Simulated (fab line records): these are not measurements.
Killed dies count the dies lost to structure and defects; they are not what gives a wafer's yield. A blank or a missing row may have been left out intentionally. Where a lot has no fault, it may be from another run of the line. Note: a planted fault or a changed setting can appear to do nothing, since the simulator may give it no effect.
Struck lot and sound lot, side by side / flow sky130 / 22 steps out of a route of 708
Sound: the wafers L875.1, L875.3, L875.5. Wafers L867.2, L867.3, L867.6 were the ones struck. At the end, the cause is stated.
For every step that has rows: the tool of each side, followed by ch and its chambers, followed by its first start. Under that, the readings that differ: sound wafers / struck wafers / difference of the means / sigmas: that difference in standard deviations of wafers without a fault.
alike: same words and numbers on both sides, and readings whose means sit less than 2 such deviations apart. not compared: any withheld reading, any reading some wafer has no value for, any bound like >300 that may hide the same value, and any number with overlapping values for which the record gives no deviation.
Wherever a step has rows on one side only, a row that says differs or no value, or a row with sigmas, the two part there. Numbers that don't overlap but have no deviation are shown without sigmas and don't part them. A reading that every wafer of one side lacks parts them only if that side has two wafers or more.

SKY_POLY_GATE_THK_MEAS_21:
  sound: film-metro-02 at day 23 01:43; struck: film-metro-03 at day 20 03:47
  alike: POLY_GATE_OXIDATION_THK
SKY_POLY_GATE_CD_MEAS_22:
  sound: cd-sem-01 at day 23 01:47; struck: cd-sem-02 at day 20 03:52
  alike: cd-nm
then, 7 steps without rows for these wafers: SKY_LDD_N_DEHYDRATE_00 (time 60 s); SKY_LDD_N_HMDS_01 (prime time 60 s); SKY_LDD_N_COAT_02 (resist thk 300 nm); SKY_LDD_N_SOFTBAKE_03 (time 60 s); SKY_LDD_N_EXPOSE_04 (exposes mask NTM, target cd 840 nm); SKY_LDD_N_PEB_05; SKY_LDD_N_DEVELOP_06 (develop time 60 s).
SKY_LDD_N_OVL_MEAS_07:
  sound: overlay-02 at day 24 07:33; struck: overlay-01 at day 21 10:56
  alike: LDD_N_OVL
then, 2 steps without rows for these wafers: SKY_LDD_N_IMPLANT_08; SKY_LDD_N_IMPLANT_09.
SKY_LDD_N_IMPLANT_10:
  sound on implanter-03 ch 0, day 24 07:53; struck on implanter-01 ch 0, day 21 11:17
reading=dose-ions-cm2; sound=7.49e+13 7.496e+13 7.494e+13; struck=4.493e+13 4.483e+13 4.502e+13; difference=-3.001e+13; sigmas=-99 or more
reading=faraday-current-uA; sound=421 405 418; struck=251 254 257; difference=-161; sigmas=-19
then, 5 steps without rows for these wafers: SKY_LDD_N_IMPLANT_11; SKY_LDD_N_IMPLANT_12; SKY_LDD_N_IMPLANT_13; SKY_LDD_N_IMPLANT_14; SKY_LDD_N_IMPLANT_15.
SKY_LDD_N_STRIP_16: strips in O2/N2.
  sound on plasma-asher-03 ch 0,1, day 24 08:47; struck on plasma-asher-03 ch 1, day 21 12:10
reading=strip-time-to-endpoint-s (s); sound=4.313 4.320 4.312; struck=4.231 4.220 4.243; difference=-0.084; sigmas=-5
  alike: drypump-motor-current-A, n2-flow-sccm, oes-product-au
  not compared: rf-hours-counter-h
SKY_LDD_N_TW_MEAS_17:
  sound: film-metro-02 at day 24 08:53; struck: film-metro-04 at day 21 12:17
reading=LDD_N_TW; sound=2608 2605 2618; struck=2524 2530 2513; difference=-88; sigmas=-5
then, 1 step without rows for these wafers: SKY_LDD_P_DEHYDRATE_00 (time 60 s).
-- a jump in the record: the struck wafers' starts before and after are 27 days apart (it breaks off in module LDD_P and resumes in module PAD_OPEN, where the first step shown is number 708 of the route) --
SKY_PAD_OPEN_PROBE_99:
  the record has rows for the struck wafers here (prober-01, day 48 07:24) and none for the sound ones

WHERE THEY PART
Last at SKY_PAD_OPEN_PROBE_99 as far as this record goes, first at SKY_LDD_N_IMPLANT_10.

WHY: what had been put in by the simulator
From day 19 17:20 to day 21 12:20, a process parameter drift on implanter-01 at SKY_LDD_N_IMPLANT_10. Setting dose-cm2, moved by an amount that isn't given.
